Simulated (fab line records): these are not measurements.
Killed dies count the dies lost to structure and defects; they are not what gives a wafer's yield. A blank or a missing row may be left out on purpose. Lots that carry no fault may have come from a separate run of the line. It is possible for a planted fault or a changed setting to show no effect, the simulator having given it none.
Problem report, 8D (eight disciplines) form, completed by code ; flow sky130 ; the parts of the form that need people (team, actions taken, sign-off) are left out

1. WHAT WENT WRONG
Across 9 wafers from 3 lots, VT_ADJUST_HVTR_TW at SKY_VT_ADJUST_HVTR_TW_MEAS_11 averages 222.7, while fault-free wafers read 210.1 with a standard deviation of 1.4. That puts it +9.0 standard deviations away from the usual mean.
First observed at day 12 16:28: wafer L560.2, on filmMetro-04. The record holds 36 wafers of 12 lots with a number at this step. Rule for "out", or "out of limits": more than 4 standard deviations from the usual mean. Any other wafer with a number is counted as sound.

2. WHAT IT IS, WHAT IT ISN'T
question;is;is not
which readings at this step;VT_ADJUST_HVTR_TW;-
which lots;L559, L560, L562;L555, L556, L561, L565, L567, L568, L570, L572, L573
which wafers of those lots;all that have a number;-
read on which gauges;filmMetro-02, filmMetro-04;filmMetro-01
when;from day 12 16:28;"up to then (6 sound wafers); but 21 sound wafers of L561, L565, L567, L568, L570, L572, L573 came after"

3. SUSPECTS, AND WHAT RULES EACH OUT
Counting: any tool at a process step up to the reading is kept as a suspect provided that every lot that is out went through it and no sound lot did after the first of them.
- the gauge at SKY_VT_ADJUST_HVTR_TW_MEAS_11 has been ruled out. Those wafers that are out were read across 2 gauges (filmMetro-02, filmMetro-04).
- implanter-03 at SKY_VT_ADJUST_HVTR_IMPLANT_09: ruled out as a lasting fault. The sound lots L570, L573 went through it after L560, its earliest lot that is out (day 12 16:14).
Left after counting: nothing in the record.

4. THE CAUSE (what the simulator had put in)
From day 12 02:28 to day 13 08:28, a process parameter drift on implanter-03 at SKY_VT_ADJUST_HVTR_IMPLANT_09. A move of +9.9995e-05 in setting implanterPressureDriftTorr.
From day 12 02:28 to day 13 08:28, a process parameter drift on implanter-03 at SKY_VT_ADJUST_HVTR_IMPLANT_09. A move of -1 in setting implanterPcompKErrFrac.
Counting ruled it out, wrongly: the rule takes a fault to strike every lot that its tool runs from its start on, and this one did not.

5. THE EFFECT CHAIN, in route order
Each row: a reading whose mean over the struck wafers that have a number lies more than 3 standard deviations from the usual. Only readings whose record carries a usual standard deviation are examined. hours: median over the lots of the time between each lot's start at the first step of this table that gives one and its start at this step. sigmas: the change, counted in usual standard deviations.
hours;step;reading;usual;on struck wafers;change;sigmas
0;SKY_VT_ADJUST_HVTR_IMPLANT_09;beamOnS;10.02 s;12.32;+2.30;+12
0;SKY_VT_ADJUST_HVTR_IMPLANT_09;endStationPressureTorr;5.04e-06 Torr;1.03e-04;+9.82e-05;+99 or more
0;SKY_VT_ADJUST_HVTR_IMPLANT_09;faradayCurrentUA;11.83;9.70;-2.13;-9.3
0;SKY_VT_ADJUST_HVTR_TW_MEAS_11;VT_ADJUST_HVTR_TW;210.1;222.7;+12.6;+9.0
Process steps it contains:
- SKY_VT_ADJUST_HVTR_IMPLANT_09
Later measuring or inspecting steps at which every struck wafer that the step has a row for has a number for every such reading, and none has moved that far: SKY_POLY_GATE_OVL_MEAS_14.

6. HOW IT WOULD HAVE BEEN CAUGHT EARLIER
In this record the first reading out of limits at a measuring or inspecting step was taken at day 12 16:28, 14 hours after the fault began at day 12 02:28.
Tool's own readings at SKY_VT_ADJUST_HVTR_IMPLANT_09, beamOnS, endStationPressureTorr, faradayCurrentUA: out on all struck wafers the step has rows for; an alarm limit on them would have tripped on the first.
